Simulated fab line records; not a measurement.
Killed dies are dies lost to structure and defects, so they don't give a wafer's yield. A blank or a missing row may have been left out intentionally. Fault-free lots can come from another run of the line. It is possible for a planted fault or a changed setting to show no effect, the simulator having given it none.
A lot that was struck, set against a sound lot + flow sky130 + 16 out of 708 route steps
Sound: the wafers L241.4, L241.5, L241.6. The struck wafers were L238.4, L238.5, L238.6. At the end, the cause is stated.
Each step with rows lists, per side, the tool, then ch with its chambers, then its first start. Under that, the readings that differ: sound wafers + struck wafers + difference of the means + sigmas: that difference in standard deviations of wafers without a fault.
alike: same words and numbers on both sides, and readings whose means sit less than 2 such deviations apart. not compared: any withheld reading, any reading some wafer has no value for, any bound like >300 that may hide the same value, and any number with overlapping values for which the record gives no deviation.
The two part at a step that has a row with sigmas, a row that says differs or no value, or rows on one side only. Numbers that have no deviation but don't overlap get no sigmas and don't part them. A reading missing from all wafers of one side parts the sides only when that side holds two or more wafers.

first, 3 steps without rows for these wafers: SKY_FIELD_ISO_EXPOSE_10 (exposes mask FOM, target cd 150 nm); SKY_FIELD_ISO_PEB_11; SKY_FIELD_ISO_DEVELOP_12 (develop time 60 s).
SKY_FIELD_ISO_CD_MEAS_13 targets a cd of 150 nm.
  sound: cd sem-02 at day 6 02:16; struck: cd sem-01 at day 4 08:31
  alike: cd nm
SKY_FIELD_ISO_ETCH_14: etches BARC in N2/H2, stops on SiO2, time 45.9 s, target depth 60 nm.
  sound on rie diel-02 ch 0,2,3, day 6 02:20; struck on rie diel-02 ch 1,2, day 4 08:34
  alike: chamber pressure mTorr, drypump motor current A, n2 flow sccm, oes product au, throttle valve pct
  not compared: rf hours counter h
SKY_FIELD_ISO_ETCH_15: etches the open film in CHF3/O2, stops on Si, target depth 180 nm, time 72 s.
  sound on rie diel-02 ch 0,2,3, day 6 02:22; struck on rie diel-02 ch 1,2, day 4 08:37
  alike: chamber pressure mTorr, drypump motor current A, oes product au, throttle valve pct
  not compared: rf hours counter h
SKY_FIELD_ISO_STRIP_16: strips in O2/N2.
  sound on plasma asher-02 ch 0,1, day 6 02:28; struck on plasma asher-03 ch 0,1, day 4 08:42
  alike: chamber pressure mTorr, drypump motor current A, n2 flow sccm, oes product au, strip time to endpoint s
  not compared: rf hours counter h
SKY_FIELD_ISO_ETCH_17: etches Si in HBr/Cl2/O2, target depth 342 nm, time 97.7 s.
  sound on rie si-02 ch 0,1, day 6 02:34; struck on rie si-02 ch 1,2, day 4 08:46
| reading              | sound             | struck            | difference | sigmas |
|----------------------|-------------------|-------------------|------------|--------|
| HBr_flow_sccm (sccm) | 150.0 150.6 151.3 | 148.9 150.2 149.2 | -1.2       | -2     |
  alike: chamber pressure mTorr, drypump motor current A, oes product au, throttle valve pct
  not compared: rf hours counter h
then, 4 steps without rows for these wafers: SKY_FIELD_ISO_WET_ETCH_18 (etches Si3N4 in H3PO4, target depth 25 nm, time 286 s); SKY_FIELD_ISO_CLEAN_19 (cleans in SC1/SC2, time 150 s); SKY_FIELD_ISO_CLEAN_20 (cleans in dHF, time 20 s); SKY_FIELD_ISO_WET_ETCH_21 (etches SiO2 in dHF, target depth 20 nm, time 400 s).
SKY_FIELD_ISO_OXIDATION_22: stabilise 600 s, purge 300 s, target thk 10 nm.
  sound on furnace-01 ch 0, day 6 03:08; struck on furnace-02 ch 0, day 4 09:49
| reading                                          | sound                | struck               | difference | sigmas      |
|--------------------------------------------------|----------------------|----------------------|------------|-------------|
| spike tc bottom C (C)                            | 972 970 970          | 998 998 998          | +27        | +8          |
| spike tc centre C (C)                            | 949.7 949.1 948.8    | 985.2 984.4 983.6    | +35.2      | +27         |
| spike tc lower C (C)                             | 952.5 952.6 952.5    | 985.2 985.2 983.4    | +32.1      | +27         |
| spike tc top C (C)                               | 961.1 961.3 962.1    | 997.2 996.4 997.5    | +35.5      | +21         |
| spike tc upper C (C)                             | 948.9 946.8 948.8    | 984.8 984.8 983.5    | +36.2      | +28         |
| tube center temp C (C)                           | 949.99 950.08 950.05 | 983.23 983.15 983.21 | +33.16     | +99 or more |
| tube_center_temp_C_max                           | 951.7 952.9 952.7    | 985.3 985.3 986.2    | +33.2      | +83         |
| zone power bottom pct (%)                        | 28.2 28.3 28.5       | 33.1 33.4 32.6       | +4.7       | +4          |
| zone power top pct (%)                           | 43.0 42.3 41.9       | 44.6 43.7 43.8       | +1.6       | +2          |
| model.SiO2_of_FIELD_ISO_OXIDATION_22.thk nm (nm) | 10.2 10.17 10.17     | 14.38 14.24 14.3     | +4.13      |             |
  alike: zone power centre pct
SKY_FIELD_ISO_THK_MEAS_23:
  sound: film metro-02 at day 6 04:22; struck: film metro-02 at day 4 11:01
| reading                         | sound             | struck            | difference | sigmas |
|---------------------------------|-------------------|-------------------|------------|--------|
| FIELD_ISO_OXIDATION_01_THK (nm) | 10.19 10.13 10.14 | 14.43 14.22 14.24 | +4.14      | +21    |
then, 1 step without rows for these wafers: SKY_FIELD_ISO_CVD_24 (deposits SiO2, target thk 595 nm, time 99.2 s).
-- here the record skips 44 days between the struck wafers' starts before and after, leaving off in module FIELD_ISO and picking up in module PAD_OPEN (first step shown: number 708 of the route) --
SKY_PAD_OPEN_PROBE_99:
  sound: prober-01 at day 50 04:37; struck: prober-01 at day 48 02:04
| reading                                          | sound                | struck               | difference | sigmas |
|--------------------------------------------------|----------------------|----------------------|------------|--------|
| model.etest.diode ndiff fingers.leak log10 a cm2 | -6.645 -6.676 -6.351 | -6.917 -7.046 -6.917 | -0.403     |        |
  alike: killed_at_M0_to_M3, killed_at_M4_up, killed at contacts, killed at front end, killed at other, killed dies, killed open, killed short
  not compared: model.etest.sram nfet pass.off log10 a um, model.etest.diode pdiff fingers.leak log10 a cm2, model.etest.sram nfet pass.vt sat v, model.etest.sram nfet pass.vt v

## WHERE THEY PART
First at SKY_FIELD_ISO_ETCH_17; last, within this record, at SKY_FIELD_ISO_THK_MEAS_23. Later steps at which nothing parts them and some readings are alike: SKY_PAD_OPEN_PROBE_99.

WHY: whatever the simulator had introduced
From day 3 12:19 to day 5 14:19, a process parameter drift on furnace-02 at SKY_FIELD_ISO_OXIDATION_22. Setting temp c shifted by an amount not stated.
